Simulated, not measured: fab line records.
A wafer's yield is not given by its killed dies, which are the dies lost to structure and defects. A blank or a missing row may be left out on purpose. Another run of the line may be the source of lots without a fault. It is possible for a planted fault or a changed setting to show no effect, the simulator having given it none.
Struck lot and sound lot, side by side :: flow sky130 :: 15 out of 708 route steps
Sound: these wafers, L737.1, L737.4, L737.6. The struck wafers were L752.3, L752.4, L752.5. The cause is given at the end.
Order at every step that has rows: each side's tool, ch and its chambers, its first start. Under that, the readings that differ: sound wafers :: struck wafers :: difference of the means :: sigmas: that difference in standard deviations of wafers without a fault.
alike: a reading whose means differ by less than 2 such deviations, as well as words and numbers matching on both sides. not compared: withheld readings; readings where some wafer has no value; bounds like >300 that might hide an equal value; numbers whose values overlap and for which the record gives no deviation.
Wherever a step has rows on one side only, a row that says differs or no value, or a row with sigmas, the two part there. Numbers that don't overlap but have no deviation are shown without sigmas and don't part them. A reading missing from all wafers of one side parts the sides only when that side holds two or more wafers.

first, 5 steps without rows for these wafers: SKY_LDD_N_COAT_02 (resist thk 300 nm); SKY_LDD_N_SOFTBAKE_03 (time 60 s); SKY_LDD_N_EXPOSE_04 (exposes mask NTM, target cd 840 nm); SKY_LDD_N_PEB_05; SKY_LDD_N_DEVELOP_06 (develop time 60 s).
SKY_LDD_N_OVL_MEAS_07:
  sound: overlay-01 at day 19 13:30; struck: overlay-02 at day 24 06:22
  alike: LDD_N_OVL
then, 6 steps without rows for these wafers: SKY_LDD_N_IMPLANT_08; SKY_LDD_N_IMPLANT_09; SKY_LDD_N_IMPLANT_10; SKY_LDD_N_IMPLANT_11; SKY_LDD_N_IMPLANT_12; SKY_LDD_N_IMPLANT_13.
SKY_LDD_N_IMPLANT_14:
  sound on implanter-02 ch 0, day 19 14:26; struck on implanter-03 ch 0, day 24 07:20
reading: dose_ions_cm2
sound: 4.998e+12 5.004e+12 5.001e+12
struck: 5.083e+12 5.075e+12 5.073e+12
difference: +7.600e+10
sigmas: +13
  alike: beam_energy_keV, rotation_deg
following that, these wafers have no rows for 1 step: SKY_LDD_N_IMPLANT_15.
-- the record jumps here: 25 days lie between the struck wafers' starts before and after (it left off in module LDD_N and takes up again in module PAD_OPEN, whose first step shown is number 708 of the route) --
SKY_PAD_OPEN_PROBE_99:
  sound: prober-01 at day 46 22:20; struck: prober-01 at day 49 18:31
  alike: killed_at_M0_to_M3, killed_at_M4_up, killed_at_contacts, killed_at_front_end, killed_at_other, killed_dies, killed_on_rim, killed_open, killed_short

== WHERE THEY PART ==
Only at SKY_LDD_N_IMPLANT_14, as far as this record shows. Later steps at which nothing parts them and some readings are alike: SKY_PAD_OPEN_PROBE_99.

WHY: the cause the simulator had injected
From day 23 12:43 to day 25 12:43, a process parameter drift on implanter-03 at SKY_LDD_N_IMPLANT_14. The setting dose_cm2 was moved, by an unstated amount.
